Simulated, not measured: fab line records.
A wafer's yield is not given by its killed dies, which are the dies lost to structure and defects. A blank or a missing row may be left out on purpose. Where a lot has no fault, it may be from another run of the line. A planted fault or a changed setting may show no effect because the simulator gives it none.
Which tool did it?	flow gf180mcu	18 wafers from 6 lots sampled at 4 of the route's 602 steps

WHAT THE GAUGES SHOWED, per wafer
GF_CONTACT_CD_MEAS_14: the cd target is 220 nm.
lot	measured	on	cd_nm (nm)
L196	day 16 20:28	cd_sem-02	217.4 218.9 218.1
L199	day 17 18:46	cd_sem-01	220.4 220.9 219.7
L201	day 18 14:20	cd_sem-02	218.7 220.5 217.5
L204	day 19 20:20	cd_sem-02	221.4 221.7 221.4
L206	day 20 09:25	cd_sem-01	218.2 217.9 218.0
L208	day 21 09:43	cd_sem-02	222.3 220.1 220.6

EACH LOT AND THE TOOL THAT RAN IT (in order: tool; ch and the chambers of the sampled wafers; start)
lot	GF_SALICIDE_SPUTTER_03	GF_SALICIDE_RTA_08	GF_CONTACT_EXPOSE_11
L196	pvd_sputter-03, day 15 20:24	rtp_anneal-02 ch 0, day 15 20:49	krf_scanner-02 ch 0, day 16 09:01
L199	pvd_sputter-03, day 16 18:01	rtp_anneal-02 ch 0, day 16 18:25	krf_scanner-01 ch 0, day 17 07:05
L201	pvd_sputter-03, day 17 12:48	rtp_anneal-01 ch 0, day 17 13:13	krf_scanner-02 ch 0, day 18 02:27
L204	pvd_sputter-04, day 18 17:42	rtp_anneal-01 ch 0, day 18 18:09	krf_scanner-02 ch 0, day 19 07:40
L206	pvd_sputter-03, day 19 08:21	rtp_anneal-01 ch 0, day 19 08:47	krf_scanner-01 ch 0, day 19 22:08
L208	pvd_sputter-04, day 20 07:20	rtp_anneal-02 ch 0, day 20 07:46	krf_scanner-02 ch 0, day 20 22:06
- GF_SALICIDE_SPUTTER_03: material TiN, target thk 20 nm, time 16.7 s.
- GF_SALICIDE_RTA_08: time 30 s.
- GF_CONTACT_EXPOSE_11: exposes mask Contact, target cd 220 nm.

THE ANSWER, worked out from the rows above alone
Rule: the usual values come from the lots themselves. Put in order of their means at a reading, lots are off if they are a third of the lots or fewer, leave a main group of 4 or more, and stand apart from it by a gap of 3 or more times the standard deviation of the main group's means; of several such gaps the widest counts. Not used: any main group whose means are identical at the precision the tables above print for the reading. Also off: a lot with no number at a reading for which 4 or more lots have one. The other lots that the step has rows for count as sound.
No lot is off on any of the readings shown, so nothing can be concluded from this.

WHAT THE SIMULATOR HAD PUT IN
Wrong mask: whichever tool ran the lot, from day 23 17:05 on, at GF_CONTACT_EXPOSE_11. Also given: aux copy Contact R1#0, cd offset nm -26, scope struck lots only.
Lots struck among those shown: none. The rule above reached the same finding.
